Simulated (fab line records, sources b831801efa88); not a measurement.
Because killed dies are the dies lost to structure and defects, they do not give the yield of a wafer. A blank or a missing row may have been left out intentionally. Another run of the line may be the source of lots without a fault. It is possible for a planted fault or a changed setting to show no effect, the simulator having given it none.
Split-lot experiment || flow sky130 || 27 wafers read across 5 lots, on a route 708 steps long

## ON THE SPLIT
At SKY_VIA4_HDPCVD_00 (deposits SiO2, target thk 1750 nm, time 291.7 s), the setting time-s was moved away from the recipe's 291.7 s on 9 of the 27 wafers read, by -39.4% to +53.4%. The other wafers ran this setting at the recipe's value.

No step appears in the file between the split and the reading.

## THE READING
At SKY_VIA4_THK_MEAS_01: VIA4_HDPCVD_THK, given in nm. A value of 1741 nm with a standard deviation of 22 nm is what fault-free wafers of this fab line usually give.

{"wafer": "L074.1", "tool, chamber at the split": "hdpcvd-02, 0", "time-s as run, s": 447.5, "against the recipe": "+53.4%", "VIA4_HDPCVD_THK, nm": 2645, "against lot-mates on the recipe": "+925"}
{"wafer": "L074.2", "tool, chamber at the split": "hdpcvd-02, 2", "time-s as run, s": 291.7, "against the recipe": "recipe", "VIA4_HDPCVD_THK, nm": 1711, "against lot-mates on the recipe": "-"}
{"wafer": "L074.3", "tool, chamber at the split": "hdpcvd-02, 0", "time-s as run, s": 291.7, "against the recipe": "recipe", "VIA4_HDPCVD_THK, nm": 1716, "against lot-mates on the recipe": "-"}
{"wafer": "L074.4", "tool, chamber at the split": "hdpcvd-02, 2", "time-s as run, s": 291.7, "against the recipe": "recipe", "VIA4_HDPCVD_THK, nm": 1732, "against lot-mates on the recipe": "-"}
{"wafer": "L074.5", "tool, chamber at the split": "hdpcvd-02, 0", "time-s as run, s": 447.5, "against the recipe": "+53.4%", "VIA4_HDPCVD_THK, nm": 2640, "against lot-mates on the recipe": "+920"}
{"wafer": "L074.6", "tool, chamber at the split": "hdpcvd-02, 2", "time-s as run, s": 447.5, "against the recipe": "+53.4%", "VIA4_HDPCVD_THK, nm": 2652, "against lot-mates on the recipe": "+932"}
{"wafer": "L076.3", "tool, chamber at the split": "hdpcvd-01, 2", "time-s as run, s": 291.7, "against the recipe": "recipe", "VIA4_HDPCVD_THK, nm": 1766, "against lot-mates on the recipe": "-"}
{"wafer": "L076.4", "tool, chamber at the split": "hdpcvd-01, 1", "time-s as run, s": 291.7, "against the recipe": "recipe", "VIA4_HDPCVD_THK, nm": 1745, "against lot-mates on the recipe": "-"}
{"wafer": "L076.5", "tool, chamber at the split": "hdpcvd-01, 2", "time-s as run, s": 291.7, "against the recipe": "recipe", "VIA4_HDPCVD_THK, nm": 1765, "against lot-mates on the recipe": "-"}
{"wafer": "L081.1", "tool, chamber at the split": "hdpcvd-02, 2", "time-s as run, s": 291.7, "against the recipe": "recipe", "VIA4_HDPCVD_THK, nm": 1739, "against lot-mates on the recipe": "-"}
{"wafer": "L081.2", "tool, chamber at the split": "hdpcvd-02, 0", "time-s as run, s": 291.7, "against the recipe": "recipe", "VIA4_HDPCVD_THK, nm": 1748, "against lot-mates on the recipe": "-"}
{"wafer": "L081.3", "tool, chamber at the split": "hdpcvd-02, 1", "time-s as run, s": 291.7, "against the recipe": "recipe", "VIA4_HDPCVD_THK, nm": 1704, "against lot-mates on the recipe": "-"}
{"wafer": "L081.4", "tool, chamber at the split": "hdpcvd-02, 0", "time-s as run, s": 291.7, "against the recipe": "recipe", "VIA4_HDPCVD_THK, nm": 1752, "against lot-mates on the recipe": "-"}
{"wafer": "L081.5", "tool, chamber at the split": "hdpcvd-02, 2", "time-s as run, s": 291.7, "against the recipe": "recipe", "VIA4_HDPCVD_THK, nm": 1725, "against lot-mates on the recipe": "-"}
{"wafer": "L081.6", "tool, chamber at the split": "hdpcvd-02, 1", "time-s as run, s": 291.7, "against the recipe": "recipe", "VIA4_HDPCVD_THK, nm": 1719, "against lot-mates on the recipe": "-"}
{"wafer": "L082.1", "tool, chamber at the split": "hdpcvd-02, 2", "time-s as run, s": 432.5, "against the recipe": "+48.3%", "VIA4_HDPCVD_THK, nm": 2593, "against lot-mates on the recipe": "+858"}
{"wafer": "L082.2", "tool, chamber at the split": "hdpcvd-02, 1", "time-s as run, s": 432.5, "against the recipe": "+48.3%", "VIA4_HDPCVD_THK, nm": 2567, "against lot-mates on the recipe": "+832"}
{"wafer": "L082.3", "tool, chamber at the split": "hdpcvd-02, 0", "time-s as run, s": 291.7, "against the recipe": "recipe", "VIA4_HDPCVD_THK, nm": 1752, "against lot-mates on the recipe": "-"}
{"wafer": "L082.4", "tool, chamber at the split": "hdpcvd-02, 2", "time-s as run, s": 291.7, "against the recipe": "recipe", "VIA4_HDPCVD_THK, nm": 1729, "against lot-mates on the recipe": "-"}
{"wafer": "L082.5", "tool, chamber at the split": "hdpcvd-02, 0", "time-s as run, s": 432.5, "against the recipe": "+48.3%", "VIA4_HDPCVD_THK, nm": 2591, "against lot-mates on the recipe": "+856"}
{"wafer": "L082.6", "tool, chamber at the split": "hdpcvd-02, 1", "time-s as run, s": 291.7, "against the recipe": "recipe", "VIA4_HDPCVD_THK, nm": 1723, "against lot-mates on the recipe": "-"}
{"wafer": "L084.1", "tool, chamber at the split": "hdpcvd-01, 2", "time-s as run, s": 291.7, "against the recipe": "recipe", "VIA4_HDPCVD_THK, nm": 1733, "against lot-mates on the recipe": "-"}
{"wafer": "L084.2", "tool, chamber at the split": "hdpcvd-01, 0", "time-s as run, s": 176.9, "against the recipe": "-39.4%", "VIA4_HDPCVD_THK, nm": 1066, "against lot-mates on the recipe": -677}
{"wafer": "L084.3", "tool, chamber at the split": "hdpcvd-01, 1", "time-s as run, s": 176.9, "against the recipe": "-39.4%", "VIA4_HDPCVD_THK, nm": 1017, "against lot-mates on the recipe": -726}
{"wafer": "L084.4", "tool, chamber at the split": "hdpcvd-01, 2", "time-s as run, s": 291.7, "against the recipe": "recipe", "VIA4_HDPCVD_THK, nm": 1743, "against lot-mates on the recipe": "-"}
{"wafer": "L084.5", "tool, chamber at the split": "hdpcvd-01, 1", "time-s as run, s": 176.9, "against the recipe": "-39.4%", "VIA4_HDPCVD_THK, nm": 1023, "against lot-mates on the recipe": -720}
{"wafer": "L084.6", "tool, chamber at the split": "hdpcvd-01, 0", "time-s as run, s": 291.7, "against the recipe": "recipe", "VIA4_HDPCVD_THK, nm": 1753, "against lot-mates on the recipe": "-"}

FIT RESULTS
A straight line over all 27 wafers: VIA4_HDPCVD_THK changes by +17.4 nm for each +1% of time-s; r = +1.00; the points scatter about the line by 19 nm.
The same after taking each lot's own level away (the mean of its wafers on the recipe; 27 wafers): +17.6 nm for each +1%; r = +1.00; scatter 15 nm.
Per that fit: largest time-s move, reading shift of 9.4e+02 nm.
Across the lots, their own levels run from 1719.7 to 1758.7 nm, a range of 1.8 times the standard deviation given above.
The two slopes agree, so the slope changes little with the lot-to-lot level.
Check: +939 nm against its lot-mates is what the line predicts for one of the wafers moved furthest among these (+53.4%) when that wafer is left out of the fit. Against them it came out at +925 nm.

## FURTHER SPLITS ON THESE WAFERS
Note: prior to the reading, these wafers also went through further splits. Each is held against what the fit with the lots' levels taken away leaves over:
{"other split on the same wafers": "SKY_CAPM_SPUTTER_02 time-s", "wafers away from the commonest value": 9, "r with VIA4_HDPCVD_THK (lot level and that fit taken away)": "+0.33"}
{"other split on the same wafers": "SKY_VIA3_HDPCVD_00 time-s", "wafers away from the commonest value": 12, "r with VIA4_HDPCVD_THK (lot level and that fit taken away)": "+0.12"}

## THE WHOLE CHAIN: every reading that the file lists as answering this split, in the file's order
{"step": "SKY_VIA4_HDPCVD_00", "what it does": "deposits SiO2, target thk 1750 nm, time 291.7 s", "reading": "SiO2_of_VIA4_HDPCVD_00.thk-nm (the simulator's own value, which no gauge read)", "change (the file's fit)": "+17.6 nm for each +1% of the setting", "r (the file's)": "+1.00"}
{"step": "SKY_VIA4_THK_MEAS_01", "what it does": "", "reading": "VIA4_HDPCVD_THK", "change (the file's fit)": "+17.6 for each +1% of the setting", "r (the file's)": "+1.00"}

## THE FILE'S OWN FIT
VIA4_HDPCVD_THK changes by +17.6 nm for each +1% of time-s, r = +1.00.
